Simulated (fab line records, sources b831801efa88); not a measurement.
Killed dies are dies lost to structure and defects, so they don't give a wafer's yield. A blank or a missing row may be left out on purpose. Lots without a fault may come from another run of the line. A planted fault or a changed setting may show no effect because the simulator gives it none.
A struck lot beside a sound one | flow sky130 | 38 steps out of a route of 708
Sound: wafers L399.1, L399.2, L399.4. Struck: wafers L392.1, L392.3, L392.5. The cause comes at the end.
At each step with rows: each side's tool, then ch and its chambers, then its first start. Under that, the readings that differ: sound wafers | struck wafers | difference of the means | sigmas: that difference in standard deviations of wafers without a fault.
alike: readings whose means differ by less than 2 such deviations, and words and numbers that are the same on both sides. not compared: withheld readings, readings that some wafer has no value for, bounds like >300 that may hide the same value, and numbers for which the record gives no deviation and whose values overlap.
The two part at a step that has a row with sigmas, a row that says differs or no value, or rows on one side only. Numbers that don't overlap but have no deviation are shown without sigmas and don't part them. A reading that every wafer of one side lacks parts them only if that side has two wafers or more.

first, 10 steps without rows for these wafers: SKY_FIELD_ISO_STRIP_16 (strips in O2/N2); SKY_FIELD_ISO_ETCH_17 (etches Si in HBr/Cl2/O2, target depth 342 nm, time 97.7 s); SKY_FIELD_ISO_WET_ETCH_18 (etches Si3N4 in H3PO4, target depth 25 nm, time 286 s); SKY_FIELD_ISO_CLEAN_19 (cleans in SC1/SC2, time 150 s); SKY_FIELD_ISO_CLEAN_20 (cleans in dHF, time 20 s); SKY_FIELD_ISO_WET_ETCH_21 (etches SiO2 in dHF, target depth 20 nm, time 400 s); SKY_FIELD_ISO_OXIDATION_22 (stabilise 600 s, purge 300 s, target thk 10 nm); SKY_FIELD_ISO_CVD_24 (deposits SiO2, target thk 595 nm, time 99.2 s); SKY_FIELD_ISO_ANNEAL_26 (time 1800 s); SKY_FIELD_ISO_CMP_27 (polishes, stops on Si3N4, t overpolish 16 s, target thk 457.8 nm).
SKY_FIELD_ISO_WET_ETCH_28: etches SiO2 in dHF, target depth 23.7 nm, time 47 s.
  sound on wet_bench-03 ch 2, day 5 16:42; struck on wet_bench-04 ch 2, day 4 02:01
  no value came back on the struck wafers for bath_heat_duty_pct (%), run_length_s (s); on the sound wafers bath_heat_duty_pct (%) reads 5.7 7.3 6.4
  reading                                    | sound             | struck          | difference | sigmas
  model.SiO2_of_FIELD_ISO_CVD_24.thk_nm (nm) | 433.4 433.8 433.8 | 458 457.6 458.1 | +24        |
then, 25 steps without rows for these wafers: SKY_FIELD_ISO_WET_ETCH_29 (etches Si3N4 in H3PO4, target depth 160 nm, time 1825 s); SKY_FIELD_ISO_WET_ETCH_30 (etches SiO2 in dHF, target depth 25 nm, time 50 s); SKY_NWELL_CLEAN_00 (cleans in SC1/SC2, time 150 s); SKY_NWELL_OXIDATION_01 (stabilise 600 s, purge 300 s, target thk 10 nm); SKY_DNWELL_DEHYDRATE_00 (time 60 s); SKY_DNWELL_HMDS_01 (prime time 60 s); SKY_DNWELL_COAT_02 (resist thk 3000 nm); SKY_DNWELL_SOFTBAKE_03; SKY_DNWELL_EXPOSE_04 (exposes mask DNM, target cd 3000 nm); SKY_DNWELL_PEB_05; SKY_DNWELL_DEVELOP_06 (develop time 60 s); SKY_DNWELL_IMPLANT_07; SKY_DNWELL_STRIP_08 (strips in O2/N2); SKY_PWDE_DEHYDRATE_00 (time 60 s); SKY_PWDE_HMDS_01 (prime time 60 s); SKY_PWDE_COAT_02 (resist thk 3000 nm); SKY_PWDE_SOFTBAKE_03; SKY_PWDE_EXPOSE_04 (exposes mask PWDEM, target cd 840 nm); SKY_PWDE_PEB_05; SKY_PWDE_DEVELOP_06 (develop time 60 s); SKY_PWDE_IMPLANT_08; SKY_PWDE_STRIP_09 (strips in O2/N2); SKY_NWELL_DEHYDRATE_03 (time 60 s); SKY_NWELL_HMDS_04 (prime time 60 s); SKY_NWELL_COAT_05 (resist thk 3000 nm).
-- the record jumps here: 27 days lie between the struck wafers' starts before and after (it left off in module NWELL and takes up again in module SALICIDE, whose first step shown is number 361 of the route) --
SKY_SALICIDE_CLEAN_00: cleans in HF-last, time 30 s.
  sound on wet_bench-01 ch 3, day 33 10:50; struck on wet_bench-04 ch 0, day 31 01:32
  reading                                    | sound           | struck          | difference | sigmas
  model.SiO2_of_FIELD_ISO_CVD_24.thk_nm (nm) | 357 357.3 357.6 | 383 382.8 383.1 | +26        |
-- the record jumps here: 17 days lie between the struck wafers' starts before and after (it left off in module SALICIDE and takes up again in module PAD_OPEN, whose first step shown is number 708 of the route) --
SKY_PAD_OPEN_PROBE_99:
  sound on prober-02, day 49 16:36; struck on prober-01, day 47 20:09
  reading                                 | sound                         | struck                        | difference | sigmas
  model.etest.res_p_drift_20v.line_ohm_um | 1.193e+04 1.161e+04 1.098e+04 | 1.535e+04 1.391e+04 1.545e+04 | +3.397e+03 |
  model.etest.res_p_drift_20v.rs_ohm_sq   | 9920 9626 9257                | 1.276e+04 1.171e+04 1.298e+04 | +2.882e+03 |
  model.etest.pfet_16v.r_on_ohm_um        | 1.556e+04 1.525e+04 1.514e+04 | 1.77e+04 1.7e+04 1.797e+04    | +2.24e+03  |
  model.etest.res_iso_pwell.rs_ohm_sq     | 3203 3039 2913                | 4687 4203 4772                | +1502      |
  model.etest.res_iso_pwell.line_ohm_um   | 1194 1138 1099                | 1791 1618 1850                | +609       |
  model.etest.res_nwell.line_ohm_um       | 1194 1176 1161                | 1249 1219 1264                | +67        |
  model.etest.res_nwell.rs_ohm_sq         | 1001 977.2 959.9              | 1084 1042 1088                | +92        |
  model.etest.pfet_16v.drive_ua_um        | 237.8 244.2 244.2             | 208.8 222.2 204.7             | -30.2      |
  alike: killed_at_M0_to_M3, killed_at_M4_up, killed_at_contacts, killed_at_front_end, killed_at_other, killed_dies, killed_open, killed_short

WHERE THEY PART
Only at SKY_FIELD_ISO_WET_ETCH_28, within this record. Later steps at which nothing parts them and some readings are alike: SKY_PAD_OPEN_PROBE_99.

WHY: what the simulator had put in
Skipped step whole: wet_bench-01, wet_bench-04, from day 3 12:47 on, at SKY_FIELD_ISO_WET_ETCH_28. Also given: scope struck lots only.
